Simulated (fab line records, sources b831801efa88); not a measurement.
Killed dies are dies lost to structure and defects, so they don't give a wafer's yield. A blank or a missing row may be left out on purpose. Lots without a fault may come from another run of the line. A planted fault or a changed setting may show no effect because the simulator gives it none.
Which tool did it? | flow sky130 | 13 lots, 39 wafers sampled, at 5 steps of a route of 708

WHAT THE GAUGES READ, wafer by wafer
SKY_SONOS_ONO_THK_MEAS_03. Usual: SONOS_ONO_CVD_02_THK 10.59 nm, standard deviation 0.14.
lot  | measured     | on            | SONOS_ONO_CVD_02_THK (nm) | flag
L934 | day 11 22:46 | film_metro-03 | 10.47 10.67 10.55         |
L935 | day 12 07:44 | film_metro-04 | 10.72 10.74 10.74         |
L936 | day 12 08:47 | film_metro-03 | 10.43 10.41 10.44         |
L939 | day 13 11:32 | film_metro-04 | 10.55 10.54 10.52         |
L940 | day 13 14:00 | film_metro-02 | 10.57 10.52 10.72         |
L945 | day 15 12:54 | film_metro-02 | 10.44 10.32 10.27         |
L948 | day 16 06:36 | film_metro-04 | 10.47 10.56 10.52         |
L950 | day 17 07:24 | film_metro-04 | 10.61 10.74 10.61         |
L951 | day 17 12:04 | film_metro-03 | 10.98 10.86 10.85         |
L953 | day 17 23:58 | film_metro-03 | 10.56 10.69 10.55         |
L955 | day 18 08:41 | film_metro-03 | 10.68 10.63 10.64         |
L956 | day 18 23:11 | film_metro-04 | 10.60 10.49 10.63         |
L957 | day 19 04:25 | film_metro-03 | 10.48 10.56 10.59         |

SKY_SONOS_ONO_THK_MEAS_05. Usual: SONOS_ONO_CVD_04_THK 5.76 nm, standard deviation 0.096.
lot  | measured     | on            | SONOS_ONO_CVD_04_THK (nm) | flag
L934 | day 12 00:05 | film_metro-04 | 5.74 5.70 5.72            |
L935 | day 12 09:03 | film_metro-04 | 5.67 5.59 5.67            |
L936 | day 12 10:17 | film_metro-02 | 5.81 5.79 5.74            |
L939 | day 13 12:50 | film_metro-04 | 5.85 5.75 5.89            |
L940 | day 13 15:19 | film_metro-04 | 5.73 5.85 5.87            |
L945 | day 15 14:13 | film_metro-03 | 5.72 5.82 5.84            |
L948 | day 16 07:55 | film_metro-02 | 5.65 5.78 5.75            |
L950 | day 17 08:43 | film_metro-03 | 5.53 5.63 5.71            |
L951 | day 17 13:23 | film_metro-04 | 5.97 5.83 5.96            |
L953 | day 18 01:16 | film_metro-04 | 5.79 5.64 5.65            |
L955 | day 18 10:11 | film_metro-02 | 5.90 5.91 5.90            |
L956 | day 19 00:29 | film_metro-04 | 5.72 5.84 5.70            |
L957 | day 19 05:43 | film_metro-04 | 5.71 5.66 5.79            |

SKY_POLY_GATE_CD_MEAS_13: target cd 150 nm. Usual: cd_nm 149.9 nm, standard deviation 1.6.
lot  | measured     | on        | cd_nm (nm)        | flag
L934 | day 16 17:28 | cd_sem-01 | 148.9 148.2 148.8 |
L935 | day 17 02:50 | cd_sem-01 | 147.1 147.5 148.3 |
L936 | day 17 09:27 | cd_sem-01 | 148.5 150.7 151.4 |
L939 | day 18 11:41 | cd_sem-02 | 149.1 148.9 149.7 |
L940 | day 18 14:26 | cd_sem-02 | 147.3 149.2 148.1 |
L945 | day 20 18:43 | cd_sem-02 | 146.1 149.9 145.1 |
L948 | day 21 20:17 | cd_sem-02 | 151.5 150.8 151.6 |
L950 | day 22 18:16 | cd_sem-02 | 150.6 149.9 150.1 |
L951 | day 22 21:10 | cd_sem-02 | 150.4 150.0 150.0 |
L953 | day 23 11:28 | cd_sem-01 | 147.2 148.1 147.6 |
L955 | day 23 19:24 | cd_sem-01 | 152.5 152.6 152.0 |
L956 | day 24 09:25 | cd_sem-02 | 154.1 152.3 153.0 |
L957 | day 24 15:52 | cd_sem-02 | 149.9 152.3 151.1 |

SKY_POLY_GATE_THK_MEAS_21. Usual: POLY_GATE_OXIDATION_THK 4.01 nm, standard deviation 0.075.
lot  | measured     | on            | POLY_GATE_OXIDATION_THK (nm) | flag
L934 | day 16 20:23 | film_metro-03 | 3.91 3.90 3.93               |
L935 | day 17 05:05 | film_metro-03 | 4.09 4.07 4.10               |
L936 | day 17 17:17 | film_metro-03 | 3.97 4.06 4.04               |
L939 | day 18 13:29 | film_metro-04 | 3.94 3.95 4.04               |
L940 | day 18 16:23 | film_metro-01 | 4.15 4.06 4.07               |
L945 | day 20 21:16 | film_metro-04 | 4.10 4.13 4.11               |
L948 | day 21 22:59 | film_metro-03 | 3.98 3.92 3.95               |
L950 | day 22 20:03 | film_metro-04 | 4.03 4.02 3.92               |
L951 | day 22 22:57 | film_metro-01 | 4.19 4.13 4.11               |
L953 | day 23 13:17 | film_metro-01 | 4.02 4.05 3.97               |
L955 | day 23 21:12 | film_metro-03 | 4.11 4.07 4.12               |
L956 | day 24 11:12 | film_metro-01 | 3.98 4.01 4.04               |
L957 | day 24 17:40 | film_metro-01 | 3.96 3.98 4.04               |

WHICH TOOL RAN EACH LOT (tool, then ch and the chambers of the sampled wafers, then the start)
lot  | SKY_POLY_GATE_DEVELOP_12
L934 | litho_track-04 ch 0, day 16 17:00
L935 | litho_track-04 ch 0, day 17 02:00
L936 | litho_track-02 ch 0, day 17 09:00
L939 | litho_track-03 ch 0, day 18 11:00
L940 | litho_track-03 ch 0, day 18 14:00
L945 | litho_track-03 ch 0, day 20 18:00
L948 | litho_track-04 ch 0, day 21 20:00
L950 | litho_track-04 ch 0, day 22 18:00
L951 | litho_track-02 ch 0, day 22 21:00
L953 | litho_track-04 ch 0, day 23 11:00
L955 | litho_track-02 ch 0, day 23 19:00
L956 | litho_track-03 ch 0, day 24 09:00
L957 | litho_track-04 ch 0, day 24 15:00
- SKY_POLY_GATE_DEVELOP_12: develop time 60 s.

WHAT THE TOOLS THEMSELVES READ (means of the sampled wafers that have a number; where no wafer has one, the mark that the record gives instead)
The record holds no such reading with a usual standard deviation.

THE ANSWER, worked out from the rows above alone
Rule: a lot is off if the mean of its wafers that have a number lies more than 3 standard deviations from the usual mean. A lot without any number at a reading at which 4 lots or more have one is off too. The other lots that the step has rows for count as sound. The gauges are gone through in route order, then the tools' own readings, and for those a lot's mean is taken as printed above. The first step at which some lot is off is used, and at that step the reading that is off furthest; a lot without a number counts as furthest.
No lot is off at any reading shown: from this, nothing can be told.

WHAT THE SIMULATOR HAD PUT IN
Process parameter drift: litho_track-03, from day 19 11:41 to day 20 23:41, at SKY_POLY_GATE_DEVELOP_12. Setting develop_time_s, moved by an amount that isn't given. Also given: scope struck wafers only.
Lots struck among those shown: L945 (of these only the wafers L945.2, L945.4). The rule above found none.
